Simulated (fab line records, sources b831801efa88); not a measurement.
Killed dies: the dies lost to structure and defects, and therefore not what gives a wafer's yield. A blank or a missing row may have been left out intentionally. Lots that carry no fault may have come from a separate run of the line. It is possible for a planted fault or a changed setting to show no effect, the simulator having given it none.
Matching of chambers -- flow sky130 -- SKY_FIELD_ISO_ETCH_14 on rie-diel-03 has 4 sister chambers
The step etches BARC in N2/H2, stops on SiO2, time 45.9 s, target depth 60 nm. 4 wafers are shown with their chamber, then 7 later ones without.

EACH WAFER AND ITS CHAMBER
wafer,chamber,drypump-motor-current-A (A)
L177.3,0,4.9
L179.6,3,4.9
L180.1,2,6.7
L180.2,1,5.4

WAFERS WITH NO CHAMBER GIVEN
wafer,drypump-motor-current-A (A)
L180.6,4.9
L182.3,6.8
L182.4,4.9
L182.5,4.9
L189.1,6.7
L189.5,5.4
L189.6,6.8

WHICH CHAMBER EACH WENT THROUGH
wafer,from the rows above,in truth
L180.6,can't be placed: 0 or 3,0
L182.3,2,2
L182.4,can't be placed: 0 or 3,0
L182.5,can't be placed: 0 or 3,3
L189.1,2,2
L189.5,1,1
L189.6,2,2
Correctly placed: 4 of 7. Not placeable from these rows: 3 (in 3, the candidates include the true chamber). Wrongly placed: 0.
How it was worked out, from the rows above alone: a wafer's distance from a chamber is the root of the sum, over the readings, of the square of ((its reading less the chamber's mean) divided by the reading's scatter). The wafer belongs to the nearest chamber; if the next one is less than 2 further off, it can't be placed. For every chamber, the mean is computed from those of its wafers that are shown. The scatter (one wafer shown for each chamber): square how far every hidden wafer sits from the nearest shown wafer, average those squares and take the square root.
